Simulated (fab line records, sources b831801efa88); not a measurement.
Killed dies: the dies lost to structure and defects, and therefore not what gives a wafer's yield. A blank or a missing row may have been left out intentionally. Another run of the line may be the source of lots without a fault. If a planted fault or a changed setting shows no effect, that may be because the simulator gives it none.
Which tool was responsible? | flow gf180mcu | 13 lots, 39 wafers sampled, at 6 steps of a route of 602

## WHAT THE GAUGES SHOWED, per wafer
GF_VT_IMPLANT_OVL_MEAS_40. Usual: VT_IMPLANT_03_OVL -0.6 nm, standard deviation 1.4.
lot  | measured     | on         | VT_IMPLANT_03_OVL (nm) | flag
L644 | day 8 04:37  | overlay-02 | -2.2 0.3 0.8           | 
L646 | day 8 14:40  | overlay-02 | -1.7 -0.6 -0.5         | 
L645 | day 8 16:47  | overlay-02 | -1.6 -1.5 -2.5         | 
L647 | day 8 23:35  | overlay-02 | 0.3 -1.4 -1.4          | 
L648 | day 9 04:52  | overlay-01 | 0.5 -3.4 -2.0          | 
L649 | day 9 14:16  | overlay-02 | 0.1 1.0 0.4            | 
L651 | day 10 02:28 | overlay-02 | -1.1 -1.8 -0.1         | 
L652 | day 10 09:13 | overlay-01 | -1.1 -2.6 -1.1         | 
L654 | day 11 00:14 | overlay-02 | -1.3 -1.7 -0.9         | 
L656 | day 11 12:28 | overlay-02 | -1.2 1.6 1.2           | 
L658 | day 12 02:58 | overlay-01 | -0.3 1.3 -0.1          | 
L660 | day 12 16:28 | overlay-01 | 1.6 -0.4 -0.4          | 
L664 | day 13 16:52 | overlay-02 | 0.1 -0.2 -0.3          | 

GF_VT_IMPLANT_TW_MEAS_43. Usual: VT_IMPLANT_4_TW 690, standard deviation 5.1.
lot  | measured     | on           | VT_IMPLANT_4_TW | flag
L644 | day 8 04:53  | filmMetro-02 | 687 688 687     | 
L646 | day 8 14:57  | filmMetro-04 | 693 692 694     | 
L645 | day 8 17:05  | filmMetro-04 | 695 694 696     | 
L647 | day 8 23:52  | filmMetro-02 | 684 686 685     | 
L648 | day 9 05:10  | filmMetro-02 | 686 684 684     | 
L649 | day 9 14:32  | filmMetro-04 | 688 689 691     | 
L651 | day 10 02:45 | filmMetro-03 | 696 701 699     | 
L652 | day 10 09:29 | filmMetro-03 | 695 698 692     | 
L654 | day 11 00:31 | filmMetro-02 | 688 682 684     | 
L656 | day 11 12:44 | filmMetro-04 | 692 693 692     | 
L658 | day 12 03:14 | filmMetro-04 | 696 692 693     | 
L660 | day 12 16:46 | filmMetro-02 | 687 686 686     | 
L664 | day 13 17:10 | filmMetro-04 | 685 686 686     | 

GF_DUAL_GATE_THK_MEAS_03. Usual: DUAL_GATE_OXIDATION_00_THK 10.96 nm, standard deviation 0.16.
lot  | measured     | on           | DUAL_GATE_OXIDATION_00_THK (nm) | flag
L644 | day 8 07:47  | filmMetro-02 | 11.21 11.05 11.09               | 
L646 | day 8 20:09  | filmMetro-03 | 10.99 10.90 10.74               | 
L645 | day 8 20:10  | filmMetro-02 | 10.62 10.80 10.75               | 
L647 | day 9 02:11  | filmMetro-03 | 10.93 10.74 10.92               | 
L648 | day 9 07:29  | filmMetro-03 | 10.87 10.89 11.00               | 
L649 | day 9 17:31  | filmMetro-01 | 10.82 11.05 10.93               | 
L651 | day 10 05:04 | filmMetro-02 | 11.08 11.28 11.17               | 
L652 | day 10 11:58 | filmMetro-02 | 10.89 10.84 10.90               | 
L654 | day 11 02:59 | filmMetro-02 | 11.10 11.13 11.09               | 
L656 | day 11 15:04 | filmMetro-01 | 10.80 11.13 11.07               | 
L658 | day 12 05:37 | filmMetro-01 | 10.82 10.97 10.89               | 
L660 | day 12 19:12 | filmMetro-02 | 10.42 10.80 10.84               | 
L664 | day 13 19:29 | filmMetro-02 | 11.06 11.09 10.98               | 

GF_HV_LDD_TW_MEAS_11. Usual: HV_LDD_TW 2419, standard deviation 12.
lot  | measured     | on           | HV_LDD_TW      | flag
L644 | day 10 17:40 | filmMetro-01 | 2401 2413 2412 | 
L646 | day 11 05:36 | filmMetro-04 | 2417 2436 2422 | 
L645 | day 11 06:52 | filmMetro-01 | 2424 2416 2410 | 
L647 | day 11 13:14 | filmMetro-01 | 2426 2420 2417 | 
L648 | day 11 18:57 | filmMetro-01 | 2423 2431 2420 | 
L649 | day 12 06:44 | filmMetro-04 | 2402 2420 2404 | 
L651 | day 12 19:01 | filmMetro-03 | 2438 2438 2438 | 
L652 | day 13 02:04 | filmMetro-04 | 2406 2412 2391 | 
L654 | day 13 19:01 | filmMetro-01 | 2411 2408 2408 | 
L656 | day 14 08:55 | filmMetro-04 | 2185 2168 2182 | OFF
L658 | day 15 00:56 | filmMetro-03 | 2181 2195 2207 | OFF
L660 | day 15 16:15 | filmMetro-04 | 2400 2403 2397 | 
L664 | day 16 18:50 | filmMetro-03 | 2411 2424 2415 | 

GF_HV_LDD_RS_MEAS_53: measurement is done with a four-point probe. Usual: HV_LDD_RS 418.6 ohm/sq, standard deviation 1.
lot  | measured     | on           | HV_LDD_RS (ohm/sq) | flag
L644 | day 13 03:19 | filmMetro-04 | 419.5 419.2 418.8  | 
L646 | day 13 16:47 | filmMetro-04 | 417.9 418.8 417.7  | 
L645 | day 13 18:34 | filmMetro-01 | 419.4 420.1 421.2  | 
L647 | day 14 01:38 | filmMetro-04 | 417.5 417.8 417.8  | 
L648 | day 14 08:46 | filmMetro-03 | 418.1 418.3 417.6  | 
L649 | day 14 20:38 | filmMetro-03 | 419.8 420.1 419.8  | 
L651 | day 15 09:42 | filmMetro-01 | 420.3 418.9 419.4  | 
L652 | day 15 17:29 | filmMetro-01 | 418.2 417.7 418.4  | 
L654 | day 16 12:16 | filmMetro-04 | 417.9 418.8 417.3  | 
L656 | day 17 02:52 | filmMetro-03 | 488.9 488.1 486.9  | OFF
L658 | day 17 19:25 | filmMetro-01 | 491.0 491.7 490.7  | OFF
L660 | day 18 12:59 | filmMetro-03 | 418.9 419.2 418.8  | 
L664 | day 19 17:49 | filmMetro-04 | 418.6 418.1 418.8  | 

## TOOL THAT RAN EACH LOT (tool first, then ch and the chambers of the sampled wafers, then the start)
lot  | GF_HV_LDD_IMPLANT_09
L644 | implanter-02 ch 0, day 10 17:25
L646 | implanter-03 ch 0, day 11 05:22
L645 | implanter-03 ch 0, day 11 06:40
L647 | implanter-03 ch 0, day 11 13:01
L648 | implanter-04 ch 0, day 11 18:43
L649 | implanter-02 ch 0, day 12 06:29
L651 | implanter-04 ch 0, day 12 18:46
L652 | implanter-04 ch 0, day 13 01:49
L654 | implanter-03 ch 0, day 13 18:47
L656 | implanter-02 ch 0, day 14 08:40
L658 | implanter-02 ch 0, day 15 00:41
L660 | implanter-04 ch 0, day 15 16:02
L664 | implanter-03 ch 0, day 16 18:35
- GF_HV_LDD_IMPLANT_09

## WHAT THE TOOLS THEMSELVES READ (means of the sampled wafers that have a number; where no wafer has one, the mark that the record gives instead)
GF_HV_LDD_IMPLANT_09. Usual: doseIonsCm2 1e+14, standard deviation 1e+11; faradayCurrentUA 563, standard deviation 11.
lot  | tool         | doseIonsCm2 | faradayCurrentUA | flag
L644 | implanter-02 | 1e+14       | 552              | 
L646 | implanter-03 | 1e+14       | 579              | 
L645 | implanter-03 | 1e+14       | 563              | 
L647 | implanter-03 | 1e+14       | 567              | 
L648 | implanter-04 | 1e+14       | 567              | 
L649 | implanter-02 | 1e+14       | 556              | 
L651 | implanter-04 | 1e+14       | 559              | 
L652 | implanter-04 | 1e+14       | 575              | 
L654 | implanter-03 | 1e+14       | 556              | 
L656 | implanter-02 | 7e+13       | 382              | OFF
L658 | implanter-02 | 7e+13       | 394              | OFF
L660 | implanter-04 | 1e+14       | 564              | 
L664 | implanter-03 | 1e+14       | 565              | 

## THE ANSWER, worked out from the rows above alone
Rule: take the mean of a lot's wafers that have a number; if it is more than 3 standard deviations from the usual mean, the lot is off. Also off: a lot with no number at a reading for which 4 or more lots have one. Where the step has rows for the other lots, those lots are counted as sound. Order of review: gauges by route order, followed by the tools' own readings, for which a lot's mean as printed above is used. At the first step where some lot is off, the reading lying furthest off is the one used; lots without a number count as furthest.
Off: L656, L658, seen at GF_HV_LDD_TW_MEAS_11 (HV_LDD_TW).
A tool fits if, at a process step before that reading, it ran every lot that is off, and no sound lot after the first of them. Not tried: the gauges at GF_HV_LDD_TW_MEAS_11; whatever is off there is also off at GF_HV_LDD_IMPLANT_09, on other tools, and gauge error can't account for it. One candidate fits, namely implanter-02 at GF_HV_LDD_IMPLANT_09. A fault onset in the window from L649 (day 12 06:29, its last sound lot) to L656 (day 14 08:40, its first lot off) fits.
The tool's own readings at GF_HV_LDD_IMPLANT_09 bear it out: on the lots that are off they differ by more than 5 times the standard deviation of the sound lots' means. doseIonsCm2 reads 7e+13 there against 1e+14 on the sound lots; faradayCurrentUA reads 388 there against 564 on the sound lots.

## WHAT WAS PUT IN BY THE SIMULATOR
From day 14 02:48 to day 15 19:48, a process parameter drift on implanter-02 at GF_HV_LDD_IMPLANT_09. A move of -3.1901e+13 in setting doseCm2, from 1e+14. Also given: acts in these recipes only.
Shown lots that were struck: L656, L658. The rule above found the same.
